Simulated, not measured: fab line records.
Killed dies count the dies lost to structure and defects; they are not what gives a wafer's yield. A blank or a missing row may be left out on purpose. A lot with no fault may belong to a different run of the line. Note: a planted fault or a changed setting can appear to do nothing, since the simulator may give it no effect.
Split-lot trial / flow sky130 / route with 708 steps; 5 lots, 23 wafers read

## ABOUT THE SPLIT
At SKY_VIA3_COAT_07 (resist thk 450 nm), the setting resist_thk_nm was moved away from the recipe's 450 nm on 5 of the 23 wafers read, by -3.6% to +2.3%. All remaining wafers had this setting at the recipe value.

## FROM THE SPLIT TO THE READING: what the file shows between them, 2 steps
- SKY_VIA3_SOFTBAKE_08: time 90 s
- SKY_VIA3_EXPOSE_09: exposes mask VIM3, target cd 200 nm

## THE READING
KrF-thick_of_VIA3_COAT_07.thk_nm (the simulator's own value, which no gauge read), in nm, at SKY_VIA3_ETCH_14 (etches BARC in N2/H2, stops on SiO2, time 45.9 s, target depth 60 nm). The file gives no usual value for it. The 18 wafers here that ran the recipe average 391.9 nm, standard deviation 1.2 nm.

wafer=L079.1; tool, chamber at the split=litho_track-03, 0; resist_thk_nm as run, nm=450; against the recipe=recipe; KrF-thick_of_VIA3_COAT_07.thk_nm, nm=392.2; against lot-mates on the recipe=-
wafer=L079.2; tool, chamber at the split=litho_track-03, 0; resist_thk_nm as run, nm=450; against the recipe=recipe; KrF-thick_of_VIA3_COAT_07.thk_nm, nm=390.4; against lot-mates on the recipe=-
wafer=L079.3; tool, chamber at the split=litho_track-03, 0; resist_thk_nm as run, nm=450; against the recipe=recipe; KrF-thick_of_VIA3_COAT_07.thk_nm, nm=391.1; against lot-mates on the recipe=-
wafer=L079.4; tool, chamber at the split=litho_track-03, 0; resist_thk_nm as run, nm=450; against the recipe=recipe; KrF-thick_of_VIA3_COAT_07.thk_nm, nm=392.3; against lot-mates on the recipe=-
wafer=L079.6; tool, chamber at the split=litho_track-03, 0; resist_thk_nm as run, nm=450; against the recipe=recipe; KrF-thick_of_VIA3_COAT_07.thk_nm, nm=391; against lot-mates on the recipe=-
wafer=L080.1; tool, chamber at the split=litho_track-02, 0; resist_thk_nm as run, nm=450; against the recipe=recipe; KrF-thick_of_VIA3_COAT_07.thk_nm, nm=394.3; against lot-mates on the recipe=-
wafer=L080.2; tool, chamber at the split=litho_track-02, 0; resist_thk_nm as run, nm=450; against the recipe=recipe; KrF-thick_of_VIA3_COAT_07.thk_nm, nm=392.1; against lot-mates on the recipe=-
wafer=L080.4; tool, chamber at the split=litho_track-02, 0; resist_thk_nm as run, nm=450; against the recipe=recipe; KrF-thick_of_VIA3_COAT_07.thk_nm, nm=393.7; against lot-mates on the recipe=-
wafer=L080.5; tool, chamber at the split=litho_track-02, 0; resist_thk_nm as run, nm=450; against the recipe=recipe; KrF-thick_of_VIA3_COAT_07.thk_nm, nm=390.8; against lot-mates on the recipe=-
wafer=L080.6; tool, chamber at the split=litho_track-02, 0; resist_thk_nm as run, nm=450; against the recipe=recipe; KrF-thick_of_VIA3_COAT_07.thk_nm, nm=393.1; against lot-mates on the recipe=-
wafer=L081.1; tool, chamber at the split=litho_track-03, 0; resist_thk_nm as run, nm=450; against the recipe=recipe; KrF-thick_of_VIA3_COAT_07.thk_nm, nm=389.9; against lot-mates on the recipe=-
wafer=L081.2; tool, chamber at the split=litho_track-03, 0; resist_thk_nm as run, nm=450; against the recipe=recipe; KrF-thick_of_VIA3_COAT_07.thk_nm, nm=391.4; against lot-mates on the recipe=-
wafer=L081.3; tool, chamber at the split=litho_track-03, 0; resist_thk_nm as run, nm=450; against the recipe=recipe; KrF-thick_of_VIA3_COAT_07.thk_nm, nm=391.3; against lot-mates on the recipe=-
wafer=L084.2; tool, chamber at the split=litho_track-03, 0; resist_thk_nm as run, nm=450; against the recipe=recipe; KrF-thick_of_VIA3_COAT_07.thk_nm, nm=392.7; against lot-mates on the recipe=-
wafer=L084.3; tool, chamber at the split=litho_track-03, 0; resist_thk_nm as run, nm=460.2; against the recipe=+2.3%; KrF-thick_of_VIA3_COAT_07.thk_nm, nm=404.1; against lot-mates on the recipe=+11.5
wafer=L084.4; tool, chamber at the split=litho_track-03, 0; resist_thk_nm as run, nm=450; against the recipe=recipe; KrF-thick_of_VIA3_COAT_07.thk_nm, nm=391.9; against lot-mates on the recipe=-
wafer=L084.5; tool, chamber at the split=litho_track-03, 0; resist_thk_nm as run, nm=460.2; against the recipe=+2.3%; KrF-thick_of_VIA3_COAT_07.thk_nm, nm=402.2; against lot-mates on the recipe=+9.6
wafer=L084.6; tool, chamber at the split=litho_track-03, 0; resist_thk_nm as run, nm=450; against the recipe=recipe; KrF-thick_of_VIA3_COAT_07.thk_nm, nm=393.2; against lot-mates on the recipe=-
wafer=L085.1; tool, chamber at the split=litho_track-02, 0; resist_thk_nm as run, nm=450; against the recipe=recipe; KrF-thick_of_VIA3_COAT_07.thk_nm, nm=392.2; against lot-mates on the recipe=-
wafer=L085.2; tool, chamber at the split=litho_track-02, 0; resist_thk_nm as run, nm=433.6; against the recipe=-3.6%; KrF-thick_of_VIA3_COAT_07.thk_nm, nm=373.8; against lot-mates on the recipe=-17.2
wafer=L085.3; tool, chamber at the split=litho_track-02, 0; resist_thk_nm as run, nm=433.6; against the recipe=-3.6%; KrF-thick_of_VIA3_COAT_07.thk_nm, nm=376.1; against lot-mates on the recipe=-14.9
wafer=L085.5; tool, chamber at the split=litho_track-02, 0; resist_thk_nm as run, nm=450; against the recipe=recipe; KrF-thick_of_VIA3_COAT_07.thk_nm, nm=389.9; against lot-mates on the recipe=-
wafer=L085.6; tool, chamber at the split=litho_track-02, 0; resist_thk_nm as run, nm=433.6; against the recipe=-3.6%; KrF-thick_of_VIA3_COAT_07.thk_nm, nm=373.9; against lot-mates on the recipe=-17.1

FIT RESULTS
A straight line over all 23 wafers: KrF-thick_of_VIA3_COAT_07.thk_nm changes by +4.79 nm for each +1% of resist_thk_nm; r = +0.99; the points scatter about the line by 1.2 nm.
The same after taking each lot's own level away (the mean of its wafers on the recipe; 23 wafers): +4.55 nm for each +1%; r = +0.99; scatter 0.99 nm.
That fit puts the effect of the largest move of resist_thk_nm on the reading at 17 nm.
From 390.87 to 392.80 nm: that is the span of the lots' own levels, equal to 1.6 times the standard deviation above.
Consequently the slope shifts little with the lot-to-lot level, the two slopes agreeing.
Check: with one of the wafers moved furthest among these (-3.6%) left out of the fit, the line predicts -16.3 nm for it against its lot-mates. It came out at -17.2 nm against them.

## ADDITIONAL SPLITS CARRIED BY THESE WAFERS
These wafers also went through other splits before the reading. Each is held against what the fit with the lots' levels taken away leaves over:
other split on the same wafers=SKY_CAPM_SPUTTER_02 power_w; wafers away from the commonest value=5; r with KrF-thick_of_VIA3_COAT_07.thk_nm (lot level and that fit taken away)=+0.48
other split on the same wafers=SKY_CAPM_METAL_ETCH_13 time_s; wafers away from the commonest value=9; r with KrF-thick_of_VIA3_COAT_07.thk_nm (lot level and that fit taken away)=+0.05
other split on the same wafers=SKY_METAL3_EXPOSE_10 dose_mj; wafers away from the commonest value=8; r with KrF-thick_of_VIA3_COAT_07.thk_nm (lot level and that fit taken away)=-0.02
other split on the same wafers=SKY_VIA3_HDPCVD_00 time_s; wafers away from the commonest value=5; r with KrF-thick_of_VIA3_COAT_07.thk_nm (lot level and that fit taken away)=-0.21

## THE WHOLE CHAIN: every reading that the file lists as answering this split, in the file's order
step=SKY_VIA3_COAT_07; what it does=resist thk 450 nm; reading=KrF-thick_of_VIA3_COAT_07.thk_nm (the simulator's own value, which no gauge read); change (the file's fit)=+4.53 nm for each +1% of the setting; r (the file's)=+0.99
step=SKY_VIA3_ETCH_14; what it does=etches BARC in N2/H2, stops on SiO2, time 45.9 s, target depth 60 nm; reading=KrF-thick_of_VIA3_COAT_07.thk_nm (the simulator's own value, which no gauge read); change (the file's fit)=+4.56 nm for each +1% of the setting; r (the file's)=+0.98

## FILE'S OWN FIT
KrF-thick_of_VIA3_COAT_07.thk_nm changes by +4.56 nm for each +1% of resist_thk_nm, r = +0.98.
